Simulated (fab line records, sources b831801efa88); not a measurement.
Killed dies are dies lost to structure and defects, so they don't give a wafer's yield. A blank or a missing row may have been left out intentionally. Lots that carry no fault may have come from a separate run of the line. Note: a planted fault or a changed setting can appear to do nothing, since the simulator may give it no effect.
A struck lot beside a sound one + flow sky130 + 17 steps out of a route of 708
Sound: these wafers, L662.1, L662.3, L662.5. Wafers struck: L675.1, L675.3. The cause is named last.
Order at every step that has rows: each side's tool, ch and its chambers, its first start. Under that, the readings that differ: sound wafers + struck wafers + difference of the means + sigmas: that difference in standard deviations of wafers without a fault.
alike: words and numbers the same on both sides, and readings whose means are apart by under 2 such deviations; not compared: readings that were withheld, readings missing a value for some wafer, numbers with overlapping values and no deviation given by the record, and bounds like >300 which may hide the same value.
Wherever a step has rows on one side only, a row that says differs or no value, or a row with sigmas, the two part there. Non-overlapping numbers with no deviation appear without sigmas and do not part them. A reading missing from all wafers of one side parts the sides only when that side holds two or more wafers.

first, 5 steps without rows for these wafers: SKY_SD_N_COAT_02 (resist thk 1140 nm); SKY_SD_N_SOFTBAKE_03 (time 60 s); SKY_SD_N_EXPOSE_04 (exposes mask NSDM, target cd 380 nm); SKY_SD_N_PEB_05; SKY_SD_N_DEVELOP_06 (develop time 60 s).
SKY_SD_N_CD_MEAS_07 targets a cd of 380 nm.
  struck on cdSem-02, day 33 16:55; sound on cdSem-02, day 29 18:52
  alike: cdNm
SKY_SD_N_OVL_MEAS_08:
  struck on overlay-01, day 33 17:02; sound on overlay-01, day 29 18:59
  alike: SD_N_OVL
then, 2 steps without rows for these wafers: SKY_SD_N_IMPLANT_09; SKY_SD_N_IMPLANT_10.
SKY_SD_N_STRIP_11: strips in O2/N2.
  sound on plasmaAsher-01 ch 1, day 29 19:20; struck on plasmaAsher-02 ch 0,1, day 33 17:23
  alike: drypumpMotorCurrentA, oesProductAu, stripTimeToEndpointS
  not compared: rfHoursCounterH
SKY_SD_N_TW_MEAS_12:
  struck on filmMetro-02, day 33 17:29; sound on filmMetro-04, day 29 19:26
| reading | sound          | struck    | difference | sigmas |
|---------|----------------|-----------|------------|--------|
| SD_N_TW | 4051 4039 4059 | 3937 3927 | -118       | -2     |
then, 1 step without rows for these wafers: SKY_SD_N_CLEAN_13 (cleans in SC1/SC2, time 150 s).
SKY_SD_N_RTA_14: time 2 s.
  sound on rtpAnneal-01 ch 0, day 29 19:33; struck on rtpAnneal-02 ch 0, day 33 17:35
| reading          | sound                | struck        | difference | sigmas |
|------------------|----------------------|---------------|------------|--------|
| wafer_temp_C_max | 1075.2 1077.4 1078.2 | 1084.5 1085.0 | +7.8       | +5     |
  alike: lampPowerPct, rampDownCPerS, rampUpCPerS
SKY_SD_N_RS_MEAS_16: measurement is done with a four-point probe.
  struck on filmMetro-01, day 33 17:46; sound on filmMetro-02, day 29 19:43
| reading          | sound             | struck      | difference | sigmas |
|------------------|-------------------|-------------|------------|--------|
| SD_N_RS (ohm/sq) | 68.50 68.62 68.62 | 67.29 67.45 | -1.21      | -11    |
SKY_SD_N_RS_MEAS_17: measurement is done with a four-point probe.
  struck on filmMetro-01, day 33 17:53; sound on filmMetro-02, day 29 19:50
| reading          | sound             | struck      | difference | sigmas |
|------------------|-------------------|-------------|------------|--------|
| SD_P_RS (ohm/sq) | 147.7 147.2 147.4 | 141.2 141.9 | -5.9       | -18    |
SKY_SD_N_RS_MEAS_18: measurement is done with a four-point probe.
  struck on filmMetro-01, day 33 18:01; sound on filmMetro-02, day 29 19:58
  alike: RES_XHIGH_RS
-- record jumps: 16 days separate the struck wafers' starts on either side; left off in module SD_N, taken up again in module PAD_OPEN, whose first shown step is the route's number 708 --
SKY_PAD_OPEN_PROBE_99:
  struck on prober-01, day 50 00:05; sound on prober-02, day 47 05:33
| reading                          | sound             | struck      | difference | sigmas |
|----------------------------------|-------------------|-------------|------------|--------|
| model.etest.resXhighPo.lineOhmUm | 5913 5758 5858    | 5357 5319   | -505       |        |
| model.etest.resXhighPo.rsOhmSq   | 2089 2036 2054    | 1875 1850   | -197       |        |
| model.etest.resPdiff.lineOhmUm   | 1406 1344 1364    | 1332 1275   | -68        |        |
| model.etest.resHighPo.lineOhmUm  | 768 742.9 770.5   | 715.5 711.6 | -46.9      |        |
| model.etest.liconHighPo.rcOhm    | 368.1 363.9 370.8 | 314.4 335.7 | -42.6      |        |
| model.etest.resHighPo.rsOhmSq    | 270.7 260.4 267.3 | 248.5 245.9 | -18.9      |        |
| model.etest.resPdiffHv.rsOhmSq   | 194 194.7 195.1   | 180.8 181.9 | -13.2      |        |
| model.etest.resPdiff.rsOhmSq     | 201.4 199.8 200.6 | 189.1 187.5 | -12.3      |        |
  alike: killed_at_M0_to_M3, killed_at_M4_up, killedAtContacts, killedAtFrontEnd, killedAtOther, killedDies, killedOpen, killedShort

== WHERE THEY PART ==
At SKY_SD_N_TW_MEAS_12 first; at SKY_SD_N_RS_MEAS_17 last (within this record only). Later steps at which nothing parts them and some readings are alike: SKY_SD_N_RS_MEAS_18, SKY_PAD_OPEN_PROBE_99.

WHY: the cause the simulator had injected
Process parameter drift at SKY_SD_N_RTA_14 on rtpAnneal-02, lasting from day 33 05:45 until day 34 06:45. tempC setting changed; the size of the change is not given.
